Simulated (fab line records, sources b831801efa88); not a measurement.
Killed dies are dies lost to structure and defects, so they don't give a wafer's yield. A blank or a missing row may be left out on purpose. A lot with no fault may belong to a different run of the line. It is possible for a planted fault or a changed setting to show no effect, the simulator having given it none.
Which tool was responsible? | flow sky130 | 10 lots with 30 wafers sampled at 5 steps, on a route of 708 steps

## WHAT THE GAUGES SHOWED, per wafer
SKY_POLY_CUT_OVL_MEAS_09. Usual: for POLY_CUT_OVL the level is 1 nm and the standard deviation is 5.
lot  | measured     | on         | POLY_CUT_OVL (nm) | flag
L456 | day 24 16:19 | overlay-02 | 2 -2 -2           |
L458 | day 25 11:41 | overlay-02 | -4 4 1            |
L462 | day 26 23:14 | overlay-02 | -3 6 -1           |
L461 | day 27 00:43 | overlay-02 | -7 -1 0           |
L460 | day 27 02:02 | overlay-01 | -6 4 0            |
L465 | day 28 04:08 | overlay-01 | -2 5 6            |
L473 | day 30 14:49 | overlay-02 | -2 4 -5           |
L474 | day 30 21:40 | overlay-01 | -5 -8 -4          |
L475 | day 31 01:28 | overlay-02 | 5 0 -5            |
L476 | day 31 16:23 | overlay-01 | 2 -9 -3           |

SKY_SD_N_TW_MEAS_12. Usual: for SD_N_TW the level is 4028 and the standard deviation is 31.
lot  | measured     | on            | SD_N_TW        | flag
L456 | day 28 09:32 | film-metro-02 | 3987 3987 4000 |
L458 | day 29 04:08 | film-metro-02 | 3990 3977 3988 |
L462 | day 30 14:19 | film-metro-03 | 3589 3601 3597 | OFF
L461 | day 30 15:52 | film-metro-04 | 4033 4026 4034 |
L460 | day 30 16:16 | film-metro-04 | 3580 3599 3581 | OFF
L465 | day 31 15:58 | film-metro-04 | 4061 4057 4045 |
L473 | day 34 01:23 | film-metro-03 | 4041 4043 4053 |
L474 | day 34 06:11 | film-metro-03 | 4052 4030 4036 |
L475 | day 34 11:16 | film-metro-03 | 4005 4047 4007 |
L476 | day 35 02:49 | film-metro-03 | 4033 4042 4048 |

SKY_SD_N_RS_MEAS_16: the measuring method here is four-point-probe. Usual: for SD_N_RS the level is 68.50 ohm/sq and the standard deviation is 0.11.
lot  | measured     | on            | SD_N_RS (ohm/sq)  | flag
L456 | day 28 09:54 | film-metro-04 | 68.52 68.47 68.41 |
L458 | day 29 04:25 | film-metro-03 | 68.43 68.82 68.57 |
L462 | day 30 14:39 | film-metro-02 | 84.13 84.26 84.12 | OFF
L461 | day 30 16:10 | film-metro-03 | 68.62 68.47 68.38 |
L460 | day 30 16:34 | film-metro-04 | 84.03 84.05 84.19 | OFF
L465 | day 31 16:15 | film-metro-02 | 68.63 68.62 68.59 |
L473 | day 34 01:41 | film-metro-04 | 68.69 68.56 68.44 |
L474 | day 34 06:29 | film-metro-04 | 68.63 68.44 68.62 |
L475 | day 34 11:33 | film-metro-04 | 68.47 68.59 68.55 |
L476 | day 35 03:06 | film-metro-02 | 68.48 68.53 68.61 |

## EACH LOT AND THE TOOL THAT RAN IT (in order: tool; ch and the chambers of the sampled wafers; start)
lot  | SKY_SD_N_IMPLANT_09             | SKY_SD_N_STRIP_11
L456 | implanter-03 ch 0, day 28 09:11 | plasma-asher-03 ch 0,1, day 28 09:26
L458 | implanter-01 ch 0, day 29 03:44 | plasma-asher-02 ch 0,1, day 29 04:02
L462 | implanter-01 ch 0, day 30 13:55 | plasma-asher-03 ch 0,1, day 30 14:13
L461 | implanter-03 ch 0, day 30 15:29 | plasma-asher-03 ch 0, day 30 15:46
L460 | implanter-01 ch 0, day 30 15:53 | plasma-asher-01 ch 0,1, day 30 16:10
L465 | implanter-02 ch 0, day 31 15:34 | plasma-asher-01 ch 0,1, day 31 15:52
L473 | implanter-02 ch 0, day 34 00:59 | plasma-asher-02 ch 0,1, day 34 01:17
L474 | implanter-02 ch 0, day 34 05:47 | plasma-asher-03 ch 0, day 34 06:05
L475 | implanter-01 ch 0, day 34 10:52 | plasma-asher-03 ch 0,1, day 34 11:10
L476 | implanter-03 ch 0, day 35 02:25 | plasma-asher-03 ch 0,1, day 35 02:43
- SKY_SD_N_IMPLANT_09
- SKY_SD_N_STRIP_11: strips in O2/N2.

## AS READ BY THE TOOLS THEMSELVES (means over the sampled wafers that have a number; for cases with no such wafer, the mark the record gives instead)
SKY_SD_N_IMPLANT_09. Usual: beam-energy-keV 49.997, standard deviation 0.015; dose-ions-cm2 4e+15, standard deviation 3.8e+12.
lot  | tool         | beam-energy-keV | dose-ions-cm2 | flag
L456 | implanter-03 | 50.006          | 4e+15         |
L458 | implanter-01 | 50.002          | 4e+15         |
L462 | implanter-01 | 31.557          | 4e+15         | OFF
L461 | implanter-03 | 49.985          | 4e+15         |
L460 | implanter-01 | 31.564          | 4e+15         | OFF
L465 | implanter-02 | 50.002          | 4e+15         |
L473 | implanter-02 | 50.005          | 4e+15         |
L474 | implanter-02 | 50.007          | 4e+15         |
L475 | implanter-01 | 50.001          | 4e+15         |
L476 | implanter-03 | 50.000          | 4e+15         |

SKY_SD_N_STRIP_11. Usual: drypump-motor-current-A 6.0 A, standard deviation 0.33; n2-flow-sccm 300.0 sccm, standard deviation 0.92; oes-product-au 0.527 a.u., standard deviation 0.0043; strip-time-to-endpoint-s 22.54 s, standard deviation 0.039.
lot  | tool            | drypump-motor-current-A (A) | n2-flow-sccm (sccm) | oes-product-au (a.u.) | strip-time-to-endpoint-s (s) | flag
L456 | plasma-asher-03 | 5.8                         | 300.6               | 0.524                 | 22.62                        |
L458 | plasma-asher-02 | 6.2                         | 299.5               | 0.529                 | 22.51                        |
L462 | plasma-asher-03 | 5.8                         | 300.3               | 0.568                 | 19.75                        | OFF
L461 | plasma-asher-03 | 6.3                         | 299.4               | 0.524                 | 22.52                        |
L460 | plasma-asher-01 | 5.8                         | 299.1               | 0.571                 | 19.76                        | OFF
L465 | plasma-asher-01 | 5.8                         | 298.8               | 0.531                 | 22.52                        |
L473 | plasma-asher-02 | 6.1                         | 300.0               | 0.527                 | 22.48                        |
L474 | plasma-asher-03 | 6.3                         | 300.4               | 0.524                 | 22.52                        |
L475 | plasma-asher-03 | 5.8                         | 300.5               | 0.526                 | 22.51                        |
L476 | plasma-asher-03 | 6.1                         | 300.7               | 0.525                 | 22.57                        |

## THE ANSWER, worked out from the rows above alone
Rule: take the mean of a lot's wafers that have a number; if it is more than 3 standard deviations from the usual mean, the lot is off. A lot without any number at a reading at which 4 lots or more have one is off too. All remaining lots with rows at the step are treated as sound. Order of review: gauges by route order, followed by the tools' own readings, for which a lot's mean as printed above is used. The first step at which some lot is off is used, and at that step the reading that is off furthest; a lot without a number counts as furthest.
Off: L462, L460, at SKY_SD_N_TW_MEAS_12 (SD_N_TW).
If a tool, at a process step before that reading, ran all the lots that are off and no sound lot after the first of them, it fits. Not tried: the gauges at SKY_SD_N_TW_MEAS_12; whatever is off there is also off at SKY_SD_N_IMPLANT_09, on other tools, and gauge error can't account for it. Not one of the candidates tried fits.

## WHAT HAD BEEN PUT IN BY THE SIMULATOR
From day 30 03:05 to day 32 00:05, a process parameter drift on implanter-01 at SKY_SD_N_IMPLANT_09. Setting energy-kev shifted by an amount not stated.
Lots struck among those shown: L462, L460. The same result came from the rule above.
